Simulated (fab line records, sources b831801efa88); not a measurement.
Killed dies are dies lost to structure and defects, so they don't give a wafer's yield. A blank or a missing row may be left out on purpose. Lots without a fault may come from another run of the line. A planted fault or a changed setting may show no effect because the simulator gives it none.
fab line records | flow sky130 | part 1 of 2: steps 1 to 22 of 32
record lots=5 wafers=15 last_day=47
route steps=708 shown LDD_LDN@297 SPACER@304 POLY_CUT@307 SD_P@320
lots that met no fault: from a run of the same line without faults
start_h: hours from the record's first day to the start of the lot's first wafer shown | wait_h: hours since the lot's step before | " the same as in the row above | L1.1+2: a row that stands for several wafers | - no value, or no start given | * or withheld: withheld | < > ~ a bound
route shown NAME@n: a module of which the file shows steps, and the number in the route of the first | usual: mean/standard deviation of fault-free wafers | same: alike in all rows | chamber/n: place in a boat | sites: the reading at each site | _std_site: their standard deviation | _edge_site: outer sites' mean less inner sites' | radius_mm: how far each site lies from the wafer's centre | mask NAME#n: copy n | behind: the tool/chamber that last shaped the wafer | hold: why the lot was held/for how many hours/how that ended | device: the transistor (n, p or np) that didn't switch | end of line: the same wafers' tests at the end of the route | a step without rows: its recipe alone | killed: dies lost to structure and defects at the first sort, not the wafer's yield | map: a wafer's dies, x killed, . not, _ none there
set.NAME: the setting as run; set.NAME@STEP: as run at that earlier step | model.NAME: the simulator's own value behind a step, which no gauge read
lots at some steps of the route; a table a step, a row a wafer
services: from which hour (start_h, from the record's first day; less than 0 if before it) a tool's chamber was out of use, for how many hours, and why
## steps
# step SKY_LDD_LDN_IMPLANT_08
# recipe species=As energy_kev=15 dose_cm2=1.25e+13 tilt_deg=withheld rotation_deg=23
# usual dose_ions_cm2=1.2499e+13/1.4e+10
# same implant_ion_amu=75
# columns lot.wafer tool chamber start_h wait_h dose_ions_cm2
L075.2 implanter-01 0 517.28 0.0 1.2515e+13
L075.4 " 0 " " 1.2505e+13
L075.6 " 0 " " 1.2517e+13
L078.1 implanter-01 0 556.21 0.0 1.2485e+13
L078.5 " 0 " " 1.2506e+13
L078.6 " 0 " " 1.2486e+13
L080.1 implanter-02 0 587.91 0.0 1.248e+13
L080.5 " 0 " " 1.2483e+13
L080.6 " 0 " " 1.2485e+13
L081.1 implanter-04 0 590.66 0.0 1.253e+13
L081.4 " 0 " " 1.2543e+13
L081.5 " 0 " " 1.2483e+13
L082.1 implanter-02 0 605.75 0.0 1.2517e+13
L082.5 " 0 " " 1.2497e+13
L082.6 " 0 " " 1.2515e+13
# step SKY_LDD_LDN_IMPLANT_09
# recipe species=As energy_kev=15 dose_cm2=1.25e+13 tilt_deg=withheld rotation_deg=113
# usual dose_ions_cm2=1.2501e+13/1.4e+10
# same implant_ion_amu=75
# columns lot.wafer tool chamber start_h wait_h dose_ions_cm2
L075.2 implanter-01 0 517.43 0.1 1.2503e+13
L075.4 " 0 " " 1.2495e+13
L075.6 " 0 " " 1.2505e+13
L078.1 implanter-01 0 556.36 0.1 1.2526e+13
L078.5 " 0 " " 1.2527e+13
L078.6 " 0 " " 1.2506e+13
L080.1 implanter-02 0 588.06 0.1 1.2494e+13
L080.5 " 0 " " 1.2497e+13
L080.6 " 0 " " 1.2503e+13
L081.1 implanter-04 0 590.81 0.1 1.2488e+13
L081.4 " 0 " " 1.2516e+13
L081.5 " 0 " " 1.2492e+13
L082.1 implanter-02 0 605.90 0.1 1.2496e+13
L082.5 " 0 " " 1.2491e+13
L082.6 " 0 " " 1.2493e+13
# step SKY_LDD_LDN_IMPLANT_10
# recipe species=As energy_kev=15 dose_cm2=1.25e+13 tilt_deg=withheld rotation_deg=203
# usual dose_ions_cm2=1.25e+13/1.4e+10
# same implant_ion_amu=75
# columns lot.wafer tool chamber start_h wait_h dose_ions_cm2
L075.2 implanter-01 0 517.58 0.1 1.2505e+13
L075.4 " 0 " " 1.2513e+13
L075.6 " 0 " " 1.2493e+13
L078.1 implanter-01 0 556.51 0.1 1.2509e+13
L078.5 " 0 " " 1.2505e+13
L078.6 " 0 " " 1.2503e+13
L080.1 implanter-02 0 588.21 0.1 1.251e+13
L080.5 " 0 " " 1.2511e+13
L080.6 " 0 " " 1.2513e+13
L081.1 implanter-04 0 590.96 0.1 1.246e+13
L081.4 " 0 " " 1.2488e+13
L081.5 " 0 " " 1.2489e+13
L082.1 implanter-02 0 606.05 0.1 1.2494e+13
L082.5 " 0 " " 1.2485e+13
L082.6 " 0 " " 1.2491e+13
# step SKY_LDD_LDN_IMPLANT_11
# recipe species=As energy_kev=15 dose_cm2=1.25e+13 tilt_deg=withheld rotation_deg=293
# usual dose_ions_cm2=1.2498e+13/1.5e+10
# same implant_ion_amu=75
# columns lot.wafer tool chamber start_h wait_h dose_ions_cm2
L075.2 implanter-01 0 517.73 0.1 1.2521e+13
L075.4 " 0 " " 1.25e+13
L075.6 " 0 " " 1.2503e+13
L078.1 implanter-01 0 556.66 0.1 1.2493e+13
L078.5 " 0 " " 1.25e+13
L078.6 " 0 " " 1.2504e+13
L080.1 implanter-02 0 588.36 0.1 1.247e+13
L080.5 " 0 " " 1.2487e+13
L080.6 " 0 " " 1.249e+13
L081.1 implanter-04 0 591.11 0.1 1.2501e+13
L081.4 " 0 " " 1.25e+13
L081.5 " 0 " " 1.2488e+13
L082.1 implanter-02 0 606.20 0.1 1.2507e+13
L082.5 " 0 " " 1.2497e+13
L082.6 " 0 " " 1.2508e+13
# step SKY_LDD_LDN_STRIP_12
# recipe chemistry=O2/N2 power_w=1400 pressure_mtorr=1500 platen_temp_c=withheld o2_flow_sccm=3000 n2_flow_sccm=300 overash_fraction=0.5
# usual chamber_pressure_mTorr=1499.8/1.4 drypump_motor_current_A=6.02/0.28 oes_product_au=0.715/0.0047 strip_time_to_endpoint_s=14.15/0.046
# columns lot.wafer tool chamber start_h wait_h chamber_pressure_mTorr drypump_motor_current_A oes_product_au rf_hours_counter_h strip_time_to_endpoint_s
L075.2 plasma_asher-02 1 517.86 0.1 1501.6 5.54 0.723 9 14.18
L075.4 " 0 " " 1499.9 5.92 0.718 - 14.16
L075.6 " 0 " " 1499.4 5.94 0.714 - 14.15
L078.1 plasma_asher-02 1 556.81 0.1 1499.5 5.58 0.720 14 14.22
L078.5 " 1 " " 1499.4 5.57 0.716 - 14.24
L078.6 " 0 " " 1500.2 5.93 0.707 - 14.22
L080.1 plasma_asher-04 0 588.51 0.1 1499.0 5.99 0.723 91 14.26
L080.5 " 1 " " 1500.4 6.29 0.714 - 14.20
L080.6 " 0 " " 1499.4 6.00 0.709 - 14.18
L081.1 plasma_asher-03 0 591.26 0.1 1501.1 6.44 0.723 44 14.18
L081.4 " 1 " " 1501.0 5.81 0.708 - 14.17
L081.5 " 1 " " 1498.5 5.79 0.713 - 14.18
L082.1 plasma_asher-04 1 606.35 0.1 1498.7 6.29 0.717 93 14.17
L082.5 " 1 " " 1500.9 6.29 0.715 - 14.17
L082.6 " 0 " " 1499.2 5.99 0.712 - 14.12
# step SKY_LDD_LDN_TW_MEAS_13
# usual LDD_LDN_TW=1464/8.3
# columns lot.wafer tool chamber start_h wait_h LDD_LDN_TW
L075.2 film_metro-04 - 517.97 0.1 1459
L075.4 " - " " 1466
L075.6 " - " " 1460
L078.1 film_metro-03 - 556.91 0.1 1476
L078.5 " - " " 1472
L078.6 " - " " 1474
L080.1 film_metro-03 - 588.61 0.1 1465
L080.5 " - " " 1465
L080.6 " - " " 1465
L081.1 film_metro-03 - 591.36 0.1 1466
L081.4 " - " " 1480
L081.5 " - " " 1470
L082.1 film_metro-04 - 606.45 0.1 1465
L082.5 " - " " 1462
L082.6 " - " " 1456
# step SKY_LDD_LDN_CLEAN_14
# recipe chemistry=SC1/SC2 mix=1:4:20 temp_c=70 time_s=150 dry=n2_spin
# columns lot.wafer tool chamber start_h wait_h
L075.2+4+6 wet_bench-01 1 518.02 0.0
L078.1+5+6 wet_bench-02 1 556.97 0.1
L080.1+5+6 wet_bench-01 2 588.67 0.1
L081.1+4+5 wet_bench-01 1 591.42 0.1
L082.1+5+6 wet_bench-02 0 606.51 0.1
# step SKY_SPACER_CVD_00
# recipe material=Si3N4 precursor=DCS/NH3 target_thk_nm=43.1 temp_c=770 time_s=740 pressure_mtorr=250
# usual spike_tc_bottom_C=790.0/1.4
# columns lot.wafer tool chamber start_h wait_h spike_tc_bottom_C
L075.2 lpcvd-02 1 518.49 0.4 789.5
L075.4 " 1 " " 790.1
L075.6 " 1 " " 790.0
L078.1 lpcvd-02 1 557.02 0.0 788.1
L078.5 " 1 " " 789.0
L078.6 " 1 " " 788.5
L080.1 lpcvd-02 1 588.72 0.0 790.5
L080.5 " 1 " " 788.8
L080.6 " 1 " " 786.6
L081.1 lpcvd-02 0 592.29 0.8 792.4
L081.4 " 0 " " 790.8
L081.5 " 0 " " 791.1
L082.1 lpcvd-02 1 606.56 0.0 788.1
L082.5 " 1 " " 789.1
L082.6 " 1 " " 788.4
# step SKY_SPACER_THK_MEAS_01
# recipe reads=Si3N4_of_SPACER_CVD_00
# usual SPACER_CVD_00_THK=43.2/0.37
# columns lot.wafer tool chamber start_h wait_h SPACER_CVD_00_THK[nm]
L075.2 film_metro-02 - 520.31 0.0 43.5
L075.4 " - " " 42.9
L075.6 " - " " 42.9
L078.1 film_metro-04 - 558.23 0.0 43.0
L078.5 " - " " 43.2
L078.6 " - " " 43.4
L080.1 film_metro-04 - 589.93 0.0 43.6
L080.5 " - " " 43.3
L080.6 " - " " 43.3
L081.1 film_metro-03 - 593.49 0.0 42.7
L081.4 " - " " 42.6
L081.5 " - " " 42.7
L082.1 film_metro-02 - 607.77 0.0 43.2
L082.5 " - " " 43.2
L082.6 " - " " 42.7
# step SKY_SPACER_ETCHBACK_02
# recipe chemistry=CH3F/O2 target=Si3N4 stop_on=SiO2 source_w=400 bias_w=80 pressure_mtorr=25 ch3f_flow_sccm=40 O2_flow_sccm=30 time_s=46.7 target_depth_a=450
# usual chamber_pressure_mTorr=25.000/0.022 drypump_motor_current_A=5.8/0.33 oes_product_au=0.855/0.0058 throttle_valve_pct=10.562/0.0088
# columns lot.wafer tool chamber start_h wait_h chamber_pressure_mTorr drypump_motor_current_A oes_product_au rf_hours_counter_h throttle_valve_pct
L075.2 rie_diel-02 2 520.36 0.0 25.022 5.8 0.861 81 10.557
L075.4 " 1 " " 25.025 5.5 0.856 6 10.557
L075.6 " 2 " " 24.989 5.8 0.855 - 10.570
L078.1 rie_diel-01 0 558.29 0.1 24.951 5.6 0.854 5 10.563
L078.5 " 2 " " 25.001 6.0 0.858 - 10.560
L078.6 " 1 " " 25.051 6.0 0.858 - 10.564
L080.1 rie_diel-01 0 589.99 0.1 24.991 5.6 0.858 6 10.565
L080.5 " 1 " " 24.979 5.9 0.857 - 10.572
L080.6 " 2 " " 25.023 6.0 0.854 - 10.567
L081.1 rie_diel-03 3 593.55 0.1 25.001 6.1 0.853 3 10.573
L081.4 " 0 " " 25.021 5.6 0.851 1 10.550
L081.5 " 2 " " 25.012 5.9 0.847 - 10.544
L082.1 rie_diel-03 1 607.83 0.1 24.994 6.0 0.855 7 10.560
L082.5 " 0 " " 25.030 5.5 0.867 - 10.556
L082.6 " 1 " " 25.021 6.0 0.858 - 10.563
# step SKY_POLY_CUT_DEHYDRATE_00
# recipe temp_c=200 time_s=60
# usual plate_temp_C=200.02/0.18 resist_line_temp_C=22.99/0.1
# columns lot.wafer tool chamber start_h wait_h plate_temp_C resist_line_temp_C
L075.2 litho_track-04 0 534.72 14.3 200.20 22.90
L075.4 " 0 " " 200.16 22.88
L075.6 " 0 " " 200.34 23.07
L078.1 litho_track-04 0 572.30 14.0 199.60 22.81
L078.5 " 0 " " 199.71 22.80
L078.6 " 0 " " 199.78 22.92
L080.1 litho_track-02 0 603.72 13.7 200.06 23.09
L080.5 " 0 " " 200.06 22.97
L080.6 " 0 " " 199.93 23.02
L081.1 litho_track-04 0 606.80 13.2 199.86 22.91
L081.4 " 0 " " 199.96 23.05
L081.5 " 0 " " 200.06 22.92
L082.1 litho_track-01 0 622.32 14.5 200.07 23.00
L082.5 " 0 " " 200.26 23.00
L082.6 " 0 " " 199.96 22.99
# step SKY_POLY_CUT_HMDS_01
# recipe prime_time_s=60 prime_temp_c=120
# usual resist_line_temp_C=23.01/0.11
# columns lot.wafer tool chamber start_h wait_h resist_line_temp_C
L075.2 litho_track-04 0 534.87 0.1 23.06
L075.4 " 0 " " 23.19
L075.6 " 0 " " 23.15
L078.1 litho_track-04 0 572.45 0.1 23.02
L078.5 " 0 " " 23.05
L078.6 " 0 " " 23.20
L080.1 litho_track-02 0 603.87 0.1 23.14
L080.5 " 0 " " 23.02
L080.6 " 0 " " 22.90
L081.1 litho_track-04 0 606.95 0.1 23.00
L081.4 " 0 " " 23.01
L081.5 " 0 " " 22.93
L082.1 litho_track-01 0 622.47 0.1 22.96
L082.5 " 0 " " 22.94
L082.6 " 0 " " 22.96
# step SKY_POLY_CUT_COAT_02
# recipe resist=BARC temp_c=withheld time_s=withheld spin_rpm=3000 resist_thk_nm=60
# usual resist_line_temp_C=*
# columns lot.wafer tool chamber start_h wait_h resist_line_temp_C
L075.2 litho_track-04 0 535.02 0.1 *
L075.4 " 0 " " *
L075.6 " 0 " " *
L078.1 litho_track-04 0 572.60 0.1 *
L078.5 " 0 " " *
L078.6 " 0 " " *
L080.1 litho_track-02 0 604.02 0.1 *
L080.5 " 0 " " *
L080.6 " 0 " " *
L081.1 litho_track-04 0 607.10 0.1 *
L081.4 " 0 " " *
L081.5 " 0 " " *
L082.1 litho_track-01 0 622.62 0.1 *
L082.5 " 0 " " *
L082.6 " 0 " " *
# step SKY_POLY_CUT_COAT_03
# recipe resist=KrF-thick spin_rpm=3000 resist_thk_nm=450
# usual resist_line_temp_C=22.98/0.1
# columns lot.wafer tool chamber start_h wait_h resist_line_temp_C
L075.2 litho_track-04 0 - - 22.97
L075.4 " 0 " " 22.98
L075.6 " 0 " " 22.96
L078.1 litho_track-04 0 - - 23.16
L078.5 " 0 " " 22.90
L078.6 " 0 " " 23.07
L080.1 litho_track-02 0 - - 23.00
L080.5 " 0 " " 23.09
L080.6 " 0 " " 23.03
L081.1 litho_track-04 0 - - 22.99
L081.4 " 0 " " 22.99
L081.5 " 0 " " 23.07
L082.1 litho_track-01 0 - - 22.83
L082.5 " 0 " " 22.80
L082.6 " 0 " " 22.90
# step SKY_POLY_CUT_SOFTBAKE_04
# recipe temp_c=100 time_s=90 resist=KrF-thick
# usual plate_temp_C=100.00/0.12 resist_line_temp_C=22.99/0.099
# columns lot.wafer tool chamber start_h wait_h plate_temp_C resist_line_temp_C
L075.2 litho_track-04 0 - - 100.14 22.98
L075.4 " 0 " " 100.03 23.12
L075.6 " 0 " " 100.09 22.90
L078.1 litho_track-04 0 - - 100.04 22.92
L078.5 " 0 " " 99.88 22.90
L078.6 " 0 " " 99.91 23.05
L080.1 litho_track-02 0 - - 100.18 22.95
L080.5 " 0 " " 100.07 23.06
L080.6 " 0 " " 99.94 23.03
L081.1 litho_track-04 0 - - 99.89 23.08
L081.4 " 0 " " 99.81 23.08
L081.5 " 0 " " 99.91 23.05
L082.1 litho_track-01 0 - - 99.87 23.08
L082.5 " 0 " " 99.98 23.14
L082.6 " 0 " " 100.12 23.10
# step SKY_POLY_CUT_EXPOSE_05
# recipe mask_id=NPCM na=0.8 source_shape=annular sigma_inner=0.55 sigma_outer=0.85 target_cd_nm=270 dose_mj=32
# columns lot.wafer tool chamber start_h wait_h mask
L075.2+4+6 krf_scanner-02 0 - - NPCM#0
L078.1+5+6 krf_scanner-02 0 - - NPCM#0
L080.1+5+6 krf_scanner-02 0 - - NPCM#0
L081.1+4+5 krf_scanner-02 0 - - NPCM#0
L082.1+5+6 krf_scanner-01 0 - - NPCM#0
# step SKY_POLY_CUT_PEB_06
# recipe peb_temp_c=withheld peb_time_s=withheld resist=KrF-thick
# usual resist_line_temp_C=*
# columns lot.wafer tool chamber start_h wait_h resist_line_temp_C
L075.2 litho_track-04 0 - - *
L075.4 " 0 " " *
L075.6 " 0 " " *
L078.1 litho_track-01 0 - - *
L078.5 " 0 " " *
L078.6 " 0 " " *
L080.1 litho_track-04 0 - - *
L080.5 " 0 " " *
L080.6 " 0 " " *
L081.1 litho_track-04 0 - - *
L081.4 " 0 " " *
L081.5 " 0 " " *
L082.1 litho_track-01 0 - - *
L082.5 " 0 " " *
L082.6 " 0 " " *
# step SKY_POLY_CUT_DEVELOP_07
# recipe develop_time_s=60 resist=KrF-thick dev_temp_c=21
# usual resist_line_temp_C=22.97/0.1
# columns lot.wafer tool chamber start_h wait_h resist_line_temp_C
L075.2 litho_track-04 0 - - 22.95
L075.4 " 0 " " 22.78
L075.6 " 0 " " 22.79
L078.1 litho_track-01 0 - - 23.00
L078.5 " 0 " " 23.01
L078.6 " 0 " " 22.81
L080.1 litho_track-04 0 - - 23.00
L080.5 " 0 " " 22.94
L080.6 " 0 " " 22.96
L081.1 litho_track-04 0 - - 22.92
L081.4 " 0 " " 22.91
L081.5 " 0 " " 22.86
L082.1 litho_track-01 0 - - 22.89
L082.5 " 0 " " 22.97
L082.6 " 0 " " 22.95
# step SKY_POLY_CUT_CD_MEAS_08
# recipe target_cd_nm=270
# usual cd_nm=270.0/1.6
# columns lot.wafer tool chamber start_h wait_h cd_nm
L075.2 cd_sem-01 - 549.87 - 271.5
L075.4 " - " " 270.2
L075.6 " - " " 272.7
L078.1 cd_sem-02 - 588.22 - 269.2
L078.5 " - " " 270.7
L078.6 " - " " 269.9
L080.1 cd_sem-02 - 618.75 - 269.7
L080.5 " - " " 270.0
L080.6 " - " " 270.2
L081.1 cd_sem-01 - 622.40 - 270.6
L081.4 " - " " 272.7
L081.5 " - " " 271.5
L082.1 cd_sem-01 - 636.77 - 269.8
L082.5 " - " " 271.1
L082.6 " - " " 270.7
# step SKY_POLY_CUT_OVL_MEAS_09
# usual POLY_CUT_OVL=0/5.6
# columns lot.wafer tool chamber start_h wait_h POLY_CUT_OVL[nm]
L075.2 overlay-02 - 549.97 0.1 -1
L075.4 " - " " 1
L075.6 " - " " 4
L078.1 overlay-02 - 588.34 0.1 -1
L078.5 " - " " 4
L078.6 " - " " 9
L080.1 overlay-01 - 618.87 0.1 8
L080.5 " - " " 5
L080.6 " - " " 3
L081.1 overlay-01 - 622.52 0.1 -3
L081.4 " - " " -1
L081.5 " - " " 4
L082.1 overlay-01 - 636.89 0.1 -6
L082.5 " - " " -8
L082.6 " - " " -5
# step SKY_POLY_CUT_ETCH_10
# recipe chemistry=N2/H2 target=BARC ion_energy_ev=200 source_w=500 bias_w=100 pressure_mtorr=30 n2_flow_sccm=100 h2_flow_sccm=200 stop_on=SiO2 time_s=45.9 target_depth_a=600
# usual chamber_pressure_mTorr=30.001/0.027 drypump_motor_current_A=5.6/0.44 oes_product_au=0.853/0.0042 throttle_valve_pct=13.226/0.0091
# columns lot.wafer tool chamber start_h wait_h chamber_pressure_mTorr drypump_motor_current_A oes_product_au rf_hours_counter_h throttle_valve_pct
L075.2 rie_diel-02 0 550.00 0.0 29.990 5.7 0.848 2 13.229
L075.4 " 2 " " 30.055 5.8 0.852 82 13.225
L075.6 " 3 " " 30.038 5.0 0.860 - 13.238
L078.1 rie_diel-02 3 588.38 0.0 30.011 5.0 0.857 41 13.232
L078.5 " 2 " " 30.026 5.8 0.853 - 13.226
L078.6 " 3 " " 30.007 5.0 0.861 - 13.231
L080.1 rie_diel-04 0 618.90 0.0 30.038 5.2 0.855 36 13.207
L080.5 " 1 " " 29.993 5.0 0.858 - 13.228
L080.6 " 0 " " 30.027 5.2 0.854 - 13.215
L081.1 rie_diel-04 0 622.55 0.0 29.997 5.2 0.848 36 13.238
L081.4 " 1 " " 30.039 5.0 0.859 4 13.237
L081.5 " 2 " " 30.037 6.3 0.851 - 13.225
L082.1 rie_diel-04 3 636.93 0.0 30.003 5.6 0.852 13 13.229
L082.5 " 3 " " 29.956 5.6 0.854 - 13.230
L082.6 " 0 " " 30.003 5.2 0.855 - 13.220
# step SKY_POLY_CUT_ETCH_11
# recipe target=Si3N4 chemistry=CF4/CH2F2/Ar stop_on=poly-Si source_w=600 bias_w=150 pressure_mtorr=40 cf4_flow_sccm=40 ch2f2_flow_sccm=20 Ar_flow_sccm=150 time_s=42.5 target_depth_a=600
# usual chamber_pressure_mTorr=40.00/0.039 drypump_motor_current_A=5.6/0.44 oes_product_au=0.830/0.0074 throttle_valve_pct=14.993/0.0095
# columns lot.wafer tool chamber start_h wait_h chamber_pressure_mTorr drypump_motor_current_A oes_product_au rf_hours_counter_h throttle_valve_pct
L075.2 rie_diel-02 0 550.04 0.0 40.05 5.7 0.828 2 14.990
L075.4 " 2 " " 40.04 5.8 0.825 82 14.992
L075.6 " 3 " " 40.05 5.0 0.832 - 14.998
L078.1 rie_diel-02 3 588.42 0.0 39.95 5.0 0.824 41 15.003
L078.5 " 2 " " 40.00 5.8 0.835 - 14.992
L078.6 " 3 " " 40.02 5.0 0.834 - 14.994
L080.1 rie_diel-04 0 618.94 0.0 40.03 5.2 0.831 36 15.007
L080.5 " 1 " " 39.98 4.9 0.830 - 15.004
L080.6 " 0 " " 40.01 5.2 0.830 - 14.988
L081.1 rie_diel-04 0 622.59 0.0 39.97 5.2 0.833 36 14.983
L081.4 " 1 " " 40.05 4.9 0.829 4 14.989
L081.5 " 2 " " 39.96 6.4 0.831 - 14.990
L082.1 rie_diel-04 3 636.97 0.0 39.91 5.6 0.827 13 14.980
L082.5 " 3 " " 39.84 5.6 0.820 - 14.996
L082.6 " 0 " " 40.03 5.2 0.826 - 14.990
